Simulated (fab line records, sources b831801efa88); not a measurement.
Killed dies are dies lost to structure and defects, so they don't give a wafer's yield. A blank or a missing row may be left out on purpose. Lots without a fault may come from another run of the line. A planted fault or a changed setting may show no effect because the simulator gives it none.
Tool commonality check | flow sky130 | 11 lots, 33 wafers sampled

WHY IT WAS OPENED
At SKY_SD_N_RS_MEAS_16 the reading SD_N_RS is flagged on 2 of 11 lots. Wafers without a fault read 68.55 ohm/sq, standard deviation 0.13.
Rule: a lot is flagged when every wafer of it that has a number lies more than 4 standard deviations from that mean, or none has a number. The other lots count as sound.

lot  | measured     | on            | SD_N_RS (ohm/sq), wafer by wafer | flag
L471 | day 29 00:15 | film_metro-02 | 68.45 68.40 68.47                |
L474 | day 30 15:40 | film_metro-02 | 68.81 68.96 68.85                |
L475 | day 30 19:26 | film_metro-04 | 68.54 68.71 68.48                |
L476 | day 31 03:05 | film_metro-04 | 68.67 68.46 68.61                |
L477 | day 31 10:41 | film_metro-04 | 68.56 68.65 68.49                |
L482 | day 33 03:34 | film_metro-01 | 68.67 68.72 68.56                |
L486 | day 34 12:39 | film_metro-04 | 68.56 68.44 68.57                |
L488 | day 35 14:31 | film_metro-02 | 71.28 71.31 71.26                | FLAGGED
L490 | day 35 20:20 | film_metro-01 | 68.45 68.43 68.44                |
L491 | day 36 07:04 | film_metro-02 | 71.35 71.48 71.33                | FLAGGED
L492 | day 36 11:37 | film_metro-04 | 68.55 68.30 68.53                |
The numbers of the flagged lots are 71.34 ohm/sq on average: +2.79 ohm/sq against the usual, or +21 standard deviations.

WHICH TOOL RAN EACH LOT
The record holds 1 process step before the reading, out of a route of 708 steps. In each cell: the tool, then ch and the chambers that the sampled wafers went through, then the start.
lot  | flag    | SKY_SD_N_RTA_14
L471 |         | rtp_anneal-01 ch 0, day 29 00:04
L474 |         | rtp_anneal-02 ch 0, day 30 15:28
L475 |         | rtp_anneal-01 ch 0, day 30 19:16
L476 |         | rtp_anneal-02 ch 0, day 31 02:55
L477 |         | rtp_anneal-01 ch 0, day 31 10:31
L482 |         | rtp_anneal-02 ch 0, day 33 03:22
L486 |         | rtp_anneal-02 ch 0, day 34 12:29
L488 | FLAGGED | rtp_anneal-01 ch 0, day 35 14:19
L490 |         | rtp_anneal-02 ch 0, day 35 20:10
L491 | FLAGGED | rtp_anneal-01 ch 0, day 36 06:53
L492 |         | rtp_anneal-02 ch 0, day 36 11:26
What these steps do:
- SKY_SD_N_RTA_14: time 2 s.
- SKY_SD_N_RS_MEAS_16: measures by four-point-probe.

FLAGGED OVER TOTAL, TOOL BY TOOL (the gauges that took the reading come last)
step                | tool          | lots run | flagged | share of the flagged lots | sound lots run after its first flagged lot
SKY_SD_N_RTA_14     | rtp_anneal-01 | 5        | 2       | all                       | 0
SKY_SD_N_RTA_14     | rtp_anneal-02 | 6        | 0       | none                      | -
SKY_SD_N_RS_MEAS_16 | film_metro-01 | 2        | 0       | none                      | -
SKY_SD_N_RS_MEAS_16 | film_metro-02 | 4        | 2       | all                       | 0
SKY_SD_N_RS_MEAS_16 | film_metro-04 | 5        | 0       | none                      | -

WHAT THE TABLE ALLOWS
2 rows of the table ran every flagged lot: rtp_anneal-01 at SKY_SD_N_RTA_14, film_metro-02 at SKY_SD_N_RS_MEAS_16.
- rtp_anneal-01 at SKY_SD_N_RTA_14: 2 of its 5 lots flagged. Its last sound lot is L477 (day 31 10:31), its first flagged lot L488 (day 35 14:19): a fault that began between those two fits.
- film_metro-02 at SKY_SD_N_RS_MEAS_16: 2 of its 4 lots flagged. Its last sound lot is L474 (day 30 15:40), its first flagged lot L488 (day 35 14:31): a fault that began between those two fits.
Counting lots can't tell these 2 tools apart, because each fits a fault that began at some hour. More lots, or a look at what each step does to the wafer, might.

WHAT THE SIMULATOR HAD PUT IN
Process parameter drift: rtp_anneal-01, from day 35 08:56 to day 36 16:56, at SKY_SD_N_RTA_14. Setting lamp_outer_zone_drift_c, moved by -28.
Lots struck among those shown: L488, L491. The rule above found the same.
